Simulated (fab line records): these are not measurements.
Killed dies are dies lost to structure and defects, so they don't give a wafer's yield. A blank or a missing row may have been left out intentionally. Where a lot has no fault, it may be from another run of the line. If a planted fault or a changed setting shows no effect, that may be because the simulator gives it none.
fab line records    flow sky130
record: lots: 5  wafers: 15  last-day: 50
route steps=708 shown METAL3@561 VIA3@573 PAD_OPEN@708
lots that met no fault: taken from a fault-free run of the same line
start-h: hours from the record's opening day to when the first of the lot's shown wafers began    wait-h: hours since the lot's step before    " identical to the entry in the row above    L1.1+2: a row that stands for several wafers    - no value, or no start given    * or withheld: withheld    < > ~ a bound
route shown NAME@n: a module of which the file shows steps, and the number in the route of the first    usual: average and standard deviation across the fault-free wafers    same: alike in all rows    chamber/n: place in a boat    sites: per-site readings    _std_site: how widely they spread, as a standard deviation    _edge_site: mean of outer sites minus mean of inner sites    radius-mm: for every site, how far away it sits from the centre of the wafer    mask NAME#n: copy n    behind: tool/chamber where the wafer was last shaped    hold: the reason the lot was held/the length of the hold in hours/how it ended    device: which transistor (n, p or np) failed to switch    end of line: the tests these same wafers got at the end of their route    for a step that has no rows: nothing shown but its recipe    killed: not the wafer's yield, but the dies lost to structure and defects at the first sort    map: shows each die of a wafer: x if killed, . if not, _ if none is there
set.NAME: setting as actually run; set.NAME@STEP: the setting as run at that earlier step    model.NAME: the simulator's own value behind a step, which no gauge read
certain route steps with their lots: each step a table, each wafer a row
services: a tool's chamber out of use, with start hour (start-h, from the record's first day; less than 0 if before it), hours out, and reason
== steps ==
step: SKY_METAL3_PEB_11
recipe: peb-temp-c: withheld  peb-time-s: withheld  resist: KrF-thick
step: SKY_METAL3_DEVELOP_12
recipe: develop-time-s: 60  resist: KrF-thick  dev-temp-c: 21
step: SKY_METAL3_CD_MEAS_13
recipe: target-cd-nm: 300
usual: cd-nm: 300.0/1.5
lot.wafer  tool       chamber  start-h  wait-h  cd-nm
L899.1     cd-sem-02  -        908.53   -       301.1
L899.2     "          -        "        "       299.5
L899.3     "          -        "        "       301.5
L905.1     cd-sem-01  -        963.59   -       299.2
L905.4     "          -        "        "       300.0
L905.5     "          -        "        "       299.8
L908.4     cd-sem-02  -        984.17   -       303.0
L908.5     "          -        "        "       302.1
L908.6     "          -        "        "       301.5
L911.1     cd-sem-02  -        1005.53  -       299.5
L911.2     "          -        "        "       298.6
L911.3     "          -        "        "       298.0
L920.2     cd-sem-02  -        1053.15  -       300.2
L920.4     "          -        "        "       300.4
L920.5     "          -        "        "       299.8
step: SKY_METAL3_OVL_MEAS_14
usual: METAL3_OVL: -2/5.3
lot.wafer  tool        chamber  start-h  wait-h  METAL3_OVL[nm]
L899.1     overlay-01  -        908.65   0.1     -11
L899.2     "           -        "        "       -1
L899.3     "           -        "        "       -4
L905.1     overlay-01  -        963.71   0.1     2
L905.4     "           -        "        "       1
L905.5     "           -        "        "       -2
L908.4     overlay-02  -        984.25   0.1     -4
L908.5     "           -        "        "       -8
L908.6     "           -        "        "       -1
L911.1     overlay-02  -        1005.65  0.1     8
L911.2     "           -        "        "       3
L911.3     "           -        "        "       8
L920.2     overlay-01  -        1053.26  0.1     1
L920.4     "           -        "        "       5
L920.5     "           -        "        "       -1
step: SKY_METAL3_DESCUM_15
recipe: chemistry: O2  source-power-w: 150  bias-power-w: 0  pressure-mtorr: 10  temp-c: 40  time-s: 8
usual: drypump-motor-current-A: 5.8/0.47  oes-product-au: 1.001/0.0093
lot.wafer  tool          chamber  start-h  wait-h  drypump-motor-current-A  oes-product-au  rf-hours-counter-h
L899.1     rie-metal-02  0        908.69   0.0     6.0                      1.005           3
L899.2     "             1        "        "       6.2                      1.012           13
L899.3     "             0        "        "       6.0                      0.999           -
L905.1     rie-metal-04  1        963.75   0.0     4.9                      1.010           18
L905.4     "             0        "        "       6.6                      0.981           -
L905.5     "             0        "        "       6.5                      0.995           -
L908.4     rie-metal-03  1        984.27   0.0     5.3                      0.995           -
L908.5     "             1        "        "       5.4                      0.988           -
L908.6     "             0        "        "       5.9                      0.996           -
L911.1     rie-metal-03  1        1005.69  0.0     5.4                      1.000           20
L911.2     "             0        "        "       5.9                      1.002           10
L911.3     "             0        "        "       5.9                      1.000           -
L920.2     rie-metal-04  0        1053.30  0.0     6.5                      0.994           -
L920.4     "             0        "        "       6.6                      0.994           -
L920.5     "             0        "        "       6.5                      0.996           -
step: SKY_METAL3_ETCH_16
recipe: chemistry: N2/H2  target: BARC  ion-energy-ev: 200  bias-w: 100  pressure-mtorr: 30  n2-flow-sccm: 100  h2-flow-sccm: 200  icp-w: 500  stop-on: SiO2  time-s: 88.2  target-depth-a: 600
usual: drypump-motor-current-A: 5.8/0.47  oes-product-au: 0.626/0.0052  throttle-valve-pct: 13.205/0.01
lot.wafer  tool          chamber  start-h  wait-h  drypump-motor-current-A  oes-product-au  rf-hours-counter-h  throttle-valve-pct
L899.1     rie-metal-02  0        908.72   0.0     6.0                      0.625           3                   13.206
L899.2     "             1        "        "       6.1                      0.629           13                  13.199
L899.3     "             0        "        "       6.0                      0.621           -                   13.193
L905.1     rie-metal-04  1        963.78   0.0     4.9                      0.625           18                  13.235
L905.4     "             0        "        "       6.6                      0.618           -                   13.207
L905.5     "             0        "        "       6.6                      0.631           -                   13.212
L908.4     rie-metal-03  1        984.33   0.0     5.4                      0.624           -                   13.210
L908.5     "             1        "        "       5.4                      0.635           -                   13.192
L908.6     "             0        "        "       5.9                      0.630           -                   13.190
L911.1     rie-metal-03  1        1005.72  0.0     5.4                      0.621           20                  13.215
L911.2     "             0        "        "       5.9                      0.622           10                  13.197
L911.3     "             0        "        "       5.9                      0.633           -                   13.204
L920.2     rie-metal-04  0        1053.38  0.1     6.5                      0.624           -                   13.206
L920.4     "             0        "        "       6.5                      0.627           -                   13.200
L920.5     "             0        "        "       6.5                      0.628           -                   13.193
step: SKY_METAL3_ETCH_17
recipe: target: SiO2  stop-on: TiN  chemistry: C4F8/O2/Ar  source-w: 1500  bias-w: 1200  pressure-mtorr: 40  c4f8-flow-sccm: withheld  O2_flow_sccm: 6  Ar_flow_sccm: 300  time-s: 3.9  target-depth-a: 150
step: SKY_METAL3_METAL_ETCH_18
recipe: target-depth-a: 8450  stop-on: SiO2  over-etch-frac: 0.3  time-s: 183.1  chemistry: Cl2/BCl3  resist-sidewall-deg: 88  pressure-mtorr: 10  icp-w: 900  bias-w: 48.5  Cl2_flow_sccm: 60  bcl3-flow-sccm: 30
usual: bcl3-flow-sccm: 30.00/0.078  drypump-motor-current-A: 5.9/0.55  oes-product-au: 0.863/0.0059  throttle-valve-pct: 22.263/0.0095
lot.wafer  tool          chamber  start-h  wait-h  bcl3-flow-sccm  drypump-motor-current-A  oes-product-au  rf-hours-counter-h  throttle-valve-pct
L899.1     rie-metal-04  1        908.84   0.0     29.93           4.9                      0.867           15                  22.262
L899.2     "             0        "        "       29.97           6.6                      0.869           11                  22.263
L899.3     "             1        "        "       29.92           4.9                      0.854           -                   22.263
L905.1     rie-metal-03  1        963.89   0.0     29.94           5.4                      0.861           17                  22.263
L905.4     "             1        "        "       30.09           5.4                      0.881           -                   22.262
L905.5     "             1        "        "       30.07           5.4                      0.864           -                   22.260
L908.4     rie-metal-02  1        984.47   0.1     29.92           6.1                      0.855           -                   22.274
L908.5     "             0        "        "       30.09           6.0                      0.855           -                   22.255
L908.6     "             1        "        "       30.06           6.1                      0.853           -                   22.243
L911.1     rie-metal-04  0        1005.84  0.0     30.12           6.5                      0.859           17                  22.261
L911.2     "             1        "        "       29.93           4.9                      0.859           21                  22.270
L911.3     "             1        "        "       30.05           4.9                      0.859           -                   22.239
L920.2     rie-metal-03  0        1053.57  0.0     29.98           5.9                      0.862           14                  22.257
L920.4     "             1        "        "       29.94           5.3                      0.864           -                   22.275
L920.5     "             0        "        "       29.94           5.9                      0.865           -                   22.264
step: SKY_METAL3_STRIP_19
recipe: chemistry: O2/N2  power-w: 1400  pressure-mtorr: 1500  platen-temp-c: withheld  o2-flow-sccm: 3000  n2-flow-sccm: 300  overash-fraction: 0.5
usual: drypump-motor-current-A: 5.7/0.34  oes-product-au: 0.502/0.0056  strip-time-to-endpoint-s: 6.52/0.085
lot.wafer  tool             chamber  start-h  wait-h  drypump-motor-current-A  oes-product-au  rf-hours-counter-h  strip-time-to-endpoint-s
L899.1     plasma-asher-04  0        909.01   0.1     5.8                      0.502           77                  6.43
L899.2     "                1        "        "       6.2                      0.503           77                  6.55
L899.3     "                1        "        "       6.2                      0.503           -                   6.43
L905.1     plasma-asher-02  1        964.07   0.1     5.1                      0.500           53                  6.52
L905.4     "                0        "        "       5.9                      0.503           -                   6.56
L905.5     "                0        "        "       5.9                      0.504           -                   6.45
L908.4     plasma-asher-03  1        984.62   0.1     5.5                      0.497           -                   6.49
L908.5     "                1        "        "       5.5                      0.509           -                   6.70
L908.6     "                0        "        "       5.7                      0.505           -                   6.48
L911.1     plasma-asher-04  0        1006.01  0.1     5.8                      0.500           87                  6.58
L911.2     "                1        "        "       6.2                      0.493           87                  6.49
L911.3     "                1        "        "       6.1                      0.497           -                   6.48
L920.2     plasma-asher-02  0        1053.74  0.1     5.9                      0.500           62                  6.60
L920.4     "                1        "        "       5.1                      0.500           -                   6.53
L920.5     "                0        "        "       5.9                      0.502           -                   6.54
step: SKY_METAL3_STRIP_20
recipe: chemistry: post-etch-residue-remover  time-s: 1200  temp-c: 72.5
step: SKY_METAL3_CLEAN_21
recipe: chemistry: IPA  time-s: 180  temp-c: 25
step: SKY_METAL3_CLEAN_22
recipe: chemistry: O3/DIW  dry: n2-spin
step: SKY_VIA3_HDPCVD_00
recipe: material: SiO2  target-thk-nm: 1635  sigma-open-frac: 0.3  time-s: 272.5  temp-c: 400  sih4-flow-sccm: 60  pressure-mtorr: 6
usual: run-length-s: 300.5/0.71
lot.wafer  tool       chamber  start-h  wait-h  run-length-s  model.SiO2_of_VIA3_HDPCVD_00.thk-nm
L899.1     hdpcvd-02  2        909.95   0.0     300.1         1621
L899.2     "          1        "        "       301.4         1637
L899.3     "          0        "        "       301.0         1639
L905.1     hdpcvd-01  0        964.66   0.0     300.0         1627
L905.4     "          1        "        "       301.0         1616
L905.5     "          0        "        "       300.0         1631
L908.4     hdpcvd-01  0        985.27   0.1     299.6         1639
L908.5     "          2        "        "       300.7         1653
L908.6     "          1        "        "       300.9         1639
L911.1     hdpcvd-02  2        1006.68  0.0     299.9         1654
L911.2     "          1        "        "       300.9         1664
L911.3     "          0        "        "       206.3         1083
L920.2     hdpcvd-01  0        1054.35  0.0     299.8         1639
L920.4     "          0        "        "       299.4         1641
L920.5     "          2        "        "       299.9         1643
step: SKY_VIA3_THK_MEAS_01
recipe: reads: SiO2_of_VIA3_HDPCVD_00
usual: VIA3_HDPCVD_THK: 1637/14
lot.wafer  tool           chamber  start-h  wait-h  VIA3_HDPCVD_THK[nm]
L899.1     film-metro-02  -        910.11   0.1     1620
L899.2     "              -        "        "       1635
L899.3     "              -        "        "       1638
L905.1     film-metro-04  -        964.83   0.1     1628
L905.4     "              -        "        "       1617
L905.5     "              -        "        "       1631
L908.4     film-metro-02  -        985.38   0.0     1639
L908.5     "              -        "        "       1652
L908.6     "              -        "        "       1638
L911.1     film-metro-02  -        1006.85  0.1     1653
L911.2     "              -        "        "       1663
L911.3     "              -        "        "       1083
L920.2     film-metro-01  -        1054.53  0.1     1639
L920.4     "              -        "        "       1641
L920.5     "              -        "        "       1643
step: SKY_VIA3_CMP_02
recipe: material: SiO2  down-force-psi: 4  platen-rpm: 60  pad-velocity-m-s: 0.94248
usual: motor-current-A: 11.7/1.4  platen-rpm: 60.00/0.036
lot.wafer  tool    chamber  start-h  wait-h  motor-current-A  platen-rpm
L899.3     cmp-01  0        910.17   0.0     10.2             59.98
L899.2     "       1        "        "       13.3             60.02
L899.1     "       2        "        "       10.3             59.97
L905.4     cmp-02  2        964.89   0.0     11.1             59.96
L905.1     "       3        "        "       10.1             59.98
L905.5     "       2        "        "       12.1             59.97
L908.4     cmp-02  3        985.74   0.3     10.3             59.98
L908.6     "       1        "        "       14.8             59.98
L908.5     "       2        "        "       12.2             60.01
L911.3     cmp-02  2        1006.96  0.1     12.1             59.98
L911.1     "       3        "        "       10.1             59.92
L911.2     "       0        "        "       11.9             59.98
L920.2     cmp-02  3        1054.58  0.0     10.3             60.04
L920.4     "       2        "        "       12.0             60.00
L920.5     "       0        "        "       11.7             60.00
step: SKY_PAD_OPEN_PROBE_99
usual: defect-limited-yield: 82.0/1.9  killed_at_M0_to_M3: 45/6.9  killed_at_M4_up: 3.0/1.7  killed-at-contacts: 25/5.6  killed-at-front-end: 15/4.2  killed-at-other: 0.3/0.55  killed-dies: 89/9.6  killed-open: 49/7.2  killed-short: 39/6.5
same: gross-dies: 492  killed-at-back-side: 0
lot.wafer  tool       chamber  start-h  wait-h  defect-limited-yield[%]  killed_at_M0_to_M3  killed_at_M4_up  killed-at-contacts  killed-at-front-end  killed-at-other  killed-dies  killed-open  killed-short  model.etest.tester.sort-n-pass  model.etest.tester.sort_bin_3_pct  model.etest.tester.sort-yield-pct  model.etest.met4-comb.leak-log10-a-um  model.etest.tester.sort_bin_8_pct
L899.1     prober-02  -        1080.99  0.1     78.9                     47                  1                31                  25                   0                104          56           48            388                             0.6098                             78.86                              -11.94                                 0
L899.2     prober-02  -        1081.04  0.1     81.5                     58                  2                19                  12                   0                91           50           41            401                             0.6098                             81.5                               -12.01                                 0
L899.3     prober-02  -        1081.09  0.2     78.3                     60                  3                30                  14                   0                107          60           47            385                             0.4065                             78.25                              -12.11                                 0
L905.1     prober-02  -        1127.09  0.1     82.1                     44                  6                26                  12                   0                88           40           48            404                             1.22                               82.11                              -11.95                                 0
L905.4     prober-02  -        1127.24  0.2     80.5                     50                  2                29                  14                   1                96           57           39            396                             0                                  80.49                              -11.89                                 0
L905.5     prober-02  -        1127.29  0.2     84.1                     40                  2                24                  12                   0                78           39           39            414                             0.2033                             84.15                              -12.12                                 0
L908.4     prober-02  -        1143.29  0.2     78.5                     55                  4                23                  24                   0                106          53           53            386                             0.6098                             78.46                              -11.94                                 0
L908.5     prober-02  -        1143.34  0.2     81.3                     50                  2                20                  20                   0                92           47           45            400                             0.6098                             81.3                               -11.94                                 0
L908.6     prober-02  -        1143.39  0.2     79.7                     47                  3                26                  23                   1                100          51           49            392                             0                                  79.67                              -11.89                                 0
L911.1     prober-01  -        1158.69  0.1     81.7                     45                  3                29                  11                   2                90           50           40            402                             0.813                              81.71                              -12.13                                 0
L911.2     prober-01  -        1158.74  0.1     79.3                     43                  2                33                  24                   0                102          70           32            390                             1.016                              79.27                              -12.05                                 0
L911.3     prober-01  -        1158.79  0.2     82.5                     42                  2                21                  21                   0                86           47           39            231                             36.59                              46.95                              -6.982                                 1.724e-06
L920.2     prober-02  -        1195.39  0.1     80.1                     50                  6                28                  14                   0                98           55           42            394                             0.6098                             80.08                              -12                                    0
L920.4     prober-02  -        1195.49  0.2     83.7                     49                  1                24                  6                    0                80           53           27            412                             0.813                              83.74                              -12.03                                 0
L920.5     prober-02  -        1195.54  0.2     79.5                     43                  2                39                  17                   0                101          67           34            391                             0.6098                             79.47                              -11.96                                 0
killed by level:class
L899.1 VIA1:geometric-particle:open=15 FIELD_ISO:geometric-particle:short=13 VIA2:geometric-particle:open=9 CONTACT:geometric-particle:short=8 CONTACT:geometric-particle:open=8 FIELD_ISO:geometric-particle:open=7 LI_CONTACT:geometric-particle:open=7 VIA3:geometric-particle:open=5
L899.2 VIA1:geometric-particle:open=11 METAL1:geometric-particle:short=10 CONTACT:geometric-particle:open=9 VIA3:geometric-particle:open=9 VIA2:geometric-particle:open=8 METAL1:geometric-particle:open=5 VIA1:geometric-particle:short=5 POLY_GATE:geometric-particle:short=4
L899.3 CONTACT:geometric-particle:open=12 VIA3:geometric-particle:open=12 METAL2:geometric-particle:short=11 VIA2:geometric-particle:open=9 VIA1:geometric-particle:open=9 FIELD_ISO:geometric-particle:open=6 LI_CONTACT:geometric-particle:open=6 FIELD_ISO:geometric-particle:short=5
L905.1 VIA2:geometric-particle:open=10 VIA1:geometric-particle:open=9 LOCAL_INTERCONNECT:geometric-particle:short=8 VIA1:geometric-particle:short=6 LI_CONTACT:geometric-particle:open=5 CONTACT:geometric-particle:open=5 METAL4:geometric-particle:short=5 METAL2:geometric-particle:short=5
L905.4 CONTACT:geometric-particle:open=11 VIA1:geometric-particle:open=10 VIA3:geometric-particle:open=10 VIA2:geometric-particle:open=9 LI_CONTACT:geometric-particle:open=8 VIA1:geometric-particle:short=6 CONTACT:geometric-particle:short=5 METAL1:geometric-particle:short=5
L905.5 VIA3:geometric-particle:open=8 LOCAL_INTERCONNECT:geometric-particle:short=7 CONTACT:geometric-particle:open=7 VIA1:geometric-particle:open=7 METAL2:geometric-particle:short=6 FIELD_ISO:geometric-particle:short=5 LI_CONTACT:geometric-particle:open=5 CONTACT:geometric-particle:short=5
L908.4 VIA1:geometric-particle:open=10 VIA1:geometric-particle:short=9 POLY_GATE:geometric-particle:short=8 CONTACT:geometric-particle:open=8 VIA2:geometric-particle:open=8 LI_CONTACT:geometric-particle:open=6 POLY_GATE:geometric-particle:open=5 METAL1:geometric-particle:short=5
L908.5 VIA2:geometric-particle:open=10 VIA1:geometric-particle:open=9 CONTACT:geometric-particle:open=8 METAL1:geometric-particle:short=7 METAL3:geometric-particle:short=6 POLY_GATE:geometric-particle:short=5 CONTACT:geometric-particle:short=5 VIA1:geometric-particle:short=5
L908.6 FIELD_ISO:geometric-particle:short=12 VIA1:geometric-particle:open=12 CONTACT:geometric-particle:open=10 FIELD_ISO:geometric-particle:open=7 VIA3:geometric-particle:open=6 CONTACT:geometric-particle:short=6 VIA2:geometric-particle:open=5 METAL2:geometric-particle:short=4
L911.1 CONTACT:geometric-particle:open=15 VIA1:geometric-particle:open=14 VIA1:geometric-particle:short=6 VIA2:geometric-particle:open=4 LI_CONTACT:geometric-particle:short=4 VIA2:geometric-particle:short=4 VIA3:geometric-particle:short=4 FIELD_ISO:geometric-particle:open=3
L911.2 CONTACT:geometric-particle:open=17 VIA1:geometric-particle:open=12 LI_CONTACT:geometric-particle:open=9 POLY_GATE:geometric-particle:open=8 VIA3:geometric-particle:open=7 POLY_GATE:geometric-particle:short=5 CONTACT:geometric-particle:short=5 FIELD_ISO:geometric-particle:open=4
L911.3 CONTACT:geometric-particle:open=10 VIA3:geometric-particle:open=6 METAL2:geometric-particle:open=5 VIA1:geometric-particle:open=5 POLY_GATE:geometric-particle:open=4 POLY_CUT:geometric-particle:short=4 LOCAL_INTERCONNECT:geometric-particle:short=4 CONTACT:geometric-particle:short=4
L920.2 VIA1:geometric-particle:open=13 CONTACT:geometric-particle:open=8 VIA3:geometric-particle:open=8 POLY_GATE:geometric-particle:open=7 LI_CONTACT:geometric-particle:short=7 LI_CONTACT:geometric-particle:open=6 VIA1:geometric-particle:short=6 METAL2:geometric-particle:short=6
L920.4 CONTACT:geometric-particle:open=11 VIA1:geometric-particle:open=11 VIA3:geometric-particle:open=8 VIA2:geometric-particle:open=7 LI_CONTACT:geometric-particle:open=6 VIA1:geometric-particle:short=5 METAL1:geometric-particle:short=4 METAL3:geometric-particle:short=4
L920.5 CONTACT:geometric-particle:open=18 VIA1:geometric-particle:open=12 VIA2:geometric-particle:open=9 LI_CONTACT:geometric-particle:open=8 CONTACT:geometric-particle:short=7 FIELD_ISO:geometric-particle:open=5 VIA3:geometric-particle:open=5 POLY_GATE:geometric-particle:short=4
== services ==
tool             chamber  start-h  hours  kind
rie-metal-02     1        889.01   14.1   repair
plasma-asher-02  -        897.58   1.9    repair
cmp-02           -        901.54   4.7    pm
cmp-01           -        912.21   4.0    pm
rie-metal-04     1        914.32   2.2    repair
hdpcvd-02        -        917.61   0.8    pm
hdpcvd-02        -        927.42   2.2    repair
rie-metal-04     0        939.56   8.2    repair
hdpcvd-02        -        950.25   15.0   pm
hdpcvd-02        0        950.25   15.0   vent-cycle
hdpcvd-02        1        950.25   15.0   vent-cycle
hdpcvd-02        2        950.25   15.0   vent-cycle
cmp-02           -        952.26   1.2    repair
hdpcvd-02        0        965.25   -      clean
hdpcvd-02        1        965.25   -      clean
cmp-01           -        984.01   0.5    repair
plasma-asher-03  -        990.13   15.6   pm
cmp-01           -        994.52   0.3    repair
cmp-02           -        997.77   0.5    repair
cmp-01           -        1008.67  18.0   pm
rie-metal-04     1        1040.90  -      clean
rie-metal-04     1        1040.90  23.1   scheduled-down
rie-metal-04     1        1040.90  23.1   vent-cycle
rie-metal-02     0        1041.33  1.7    repair
== key ==
first-sign: step: SKY_VIA3_HDPCVD_00  reading: run-length-s  direction: down  sigmas: 99+  usual: *  struck: *
effect: step: SKY_VIA3_THK_MEAS_01  reading: VIA3_HDPCVD_THK  direction: down  sigmas: 40  usual: 1637  struck: 1083
model-effect: step: SKY_VIA3_HDPCVD_00  value: SiO2_of_VIA3_HDPCVD_00.thk-nm  without: 1651  struck: 1083
model-effect: step: SKY_PAD_OPEN_PROBE_99  value: etest.tester.sort-n-pass  without: 406  struck: 231
met-at SKY_VIA3_HDPCVD_00
struck-wafers L911.3
onset-between 909.95 1006.68
fault: kind: process-parameter-drift  tool: hdpcvd-02  chamber: 0  onset-h: 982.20  steps: SKY_VIA3_HDPCVD_00  channel: time-s  offset: *  shape: step  end-h: 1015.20  acts-in: *  stated: *
